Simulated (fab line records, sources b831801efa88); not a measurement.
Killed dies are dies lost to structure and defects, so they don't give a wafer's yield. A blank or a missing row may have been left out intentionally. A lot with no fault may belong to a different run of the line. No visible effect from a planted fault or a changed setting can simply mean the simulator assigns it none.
The tool behind it: which one?    flow gf180mcu    14 lots with 42 wafers sampled at 4 steps, on a route of 602 steps

== WHAT THE GAUGES READ, wafer by wafer ==
GF_STI_THK_MEAS_02. Usual: STI_OXIDATION_THK typically reads 10.04 nm, with standard deviation 0.2.
lot   measured     on            STI_OXIDATION_THK (nm)  flag
L293  day 1 11:32  filmMetro-04  9.77 10.02 10.03        
L294  day 1 18:43  filmMetro-02  16.13 16.29 16.23       OFF
L295  day 1 21:34  filmMetro-02  9.98 10.09 10.14        
L296  day 2 04:04  filmMetro-03  16.69 16.51 15.98       OFF
L300  day 2 23:29  filmMetro-02  10.16 10.07 10.15       
L306  day 4 06:10  filmMetro-02  9.68 9.68 9.65          
L307  day 4 10:08  filmMetro-03  10.22 10.43 10.55       
L308  day 4 15:16  filmMetro-04  9.96 10.09 10.17        
L309  day 4 19:58  filmMetro-02  9.86 9.87 9.85          
L310  day 5 00:31  filmMetro-02  10.24 10.53 10.57       
L311  day 5 05:32  filmMetro-02  9.93 9.89 9.95          
L313  day 5 15:31  filmMetro-03  10.02 10.00 10.07       
L314  day 5 20:44  filmMetro-02  9.65 9.69 9.56          
L315  day 6 01:55  filmMetro-03  9.82 9.70 9.83          

GF_STI_THK_MEAS_30. Usual: STI_OXIDATION_02_THK typically reads 10.09 nm, with standard deviation 0.18.
lot   measured     on            STI_OXIDATION_02_THK (nm)  flag
L293  day 2 05:33  filmMetro-03  9.85 10.13 10.10           
L294  day 2 11:58  filmMetro-04  9.98 9.98 9.85             
L295  day 2 18:38  filmMetro-02  9.92 10.04 10.10           
L296  day 2 22:17  filmMetro-03  10.02 10.25 10.18          
L300  day 3 19:39  filmMetro-02  9.69 9.97 9.68             
L306  day 5 03:32  filmMetro-03  10.19 10.09 10.23          
L307  day 5 06:55  filmMetro-04  10.29 10.27 10.31          
L308  day 5 11:43  filmMetro-02  9.84 9.94 9.66             
L309  day 5 16:56  filmMetro-03  10.10 10.27 10.29          
L310  day 5 22:01  filmMetro-02  10.09 10.17 10.10          
L311  day 6 03:05  filmMetro-04  10.00 10.08 10.14          
L313  day 6 13:56  filmMetro-02  10.05 10.05 10.06          
L314  day 6 20:36  filmMetro-04  9.86 10.07 10.07           
L315  day 6 23:11  filmMetro-04  10.37 10.12 10.21          

GF_MVSD_OVL_MEAS_07. Usual: MVSD_OVL typically reads -0.8 nm, with standard deviation 1.4.
lot   measured     on          MVSD_OVL (nm)   flag
L293  day 4 10:18  overlay-02  -0.9 -2.1 -2.0  
L294  day 4 16:28  overlay-02  -1.9 -2.4 -2.7  
L295  day 4 23:44  overlay-02  1.8 2.5 1.2     
L296  day 5 04:41  overlay-01  -0.9 -2.3 -2.5  
L300  day 6 04:17  overlay-01  0.5 -0.9 -1.0   
L306  day 7 17:14  overlay-02  -0.8 -0.5 2.0   
L307  day 7 20:26  overlay-02  1.4 3.0 0.7     
L308  day 8 02:46  overlay-02  -2.2 -0.9 0.1   
L309  day 8 07:21  overlay-01  -0.5 -1.7 -1.4  
L310  day 8 12:31  overlay-02  1.1 -0.5 -0.5   
L311  day 8 17:42  overlay-02  -1.4 0.3 -1.0   
L313  day 9 04:02  overlay-02  -0.7 0.3 -0.8   
L314  day 9 12:16  overlay-01  -3.5 -2.4 -2.9  
L315  day 9 15:44  overlay-01  -0.9 -1.0 -1.2  

== EACH LOT AND THE TOOL THAT RAN IT (in order: tool; ch and the chambers of the sampled wafers; start) ==
lot   GF_STI_OXIDATION_01
L293  furnace-01 ch 0, day 1 10:07
L294  furnace-01 ch 0, day 1 15:07 and furnace-02 ch 0, day 1 17:18
L295  furnace-02 ch 0, day 1 20:10
L296  furnace-02 ch 0, day 2 01:07
L300  furnace-01 ch 0, day 2 22:04
L306  furnace-01 ch 0, day 4 04:46
L307  furnace-02 ch 0, day 4 08:44
L308  furnace-01 ch 0, day 4 13:51
L309  furnace-01 ch 0, day 4 18:32
L310  furnace-02 ch 0, day 4 23:07
L311  furnace-02 ch 0, day 5 04:07
L313  furnace-01 ch 0, day 5 14:07
L314  furnace-02 ch 0, day 5 19:20
L315  furnace-02 ch 0, day 6 00:31
- GF_STI_OXIDATION_01: stabilise 600 s, purge 300 s, target thk 10 nm.

== WHAT THE TOOLS THEMSELVES READ (means of the sampled wafers that have a number; where no wafer has one, the mark that the record gives instead) ==
The record holds no such reading with a usual standard deviation.

== THE ANSWER, worked out from the rows above alone ==
Rule: a lot is off if the mean of its wafers that have a number lies more than 3 standard deviations from the usual mean. Also off: a lot with no number at a reading for which 4 or more lots have one. All remaining lots with rows at the step are treated as sound. First the gauges in route order, then the tools' own readings, where a lot's mean is used as printed above. The first step at which some lot is off is used, and at that step the reading that is off furthest; a lot without a number counts as furthest.
Off: at GF_STI_THK_MEAS_02 (STI_OXIDATION_THK), L294, L296.
A tool fits if, at a process step before that reading, it ran every lot that is off, and no sound lot after the first of them. Gauges at GF_STI_THK_MEAS_02: tried the same way as those tools. Not one of the candidates tried fits.

== WHAT HAD BEEN PUT IN BY THE SIMULATOR ==
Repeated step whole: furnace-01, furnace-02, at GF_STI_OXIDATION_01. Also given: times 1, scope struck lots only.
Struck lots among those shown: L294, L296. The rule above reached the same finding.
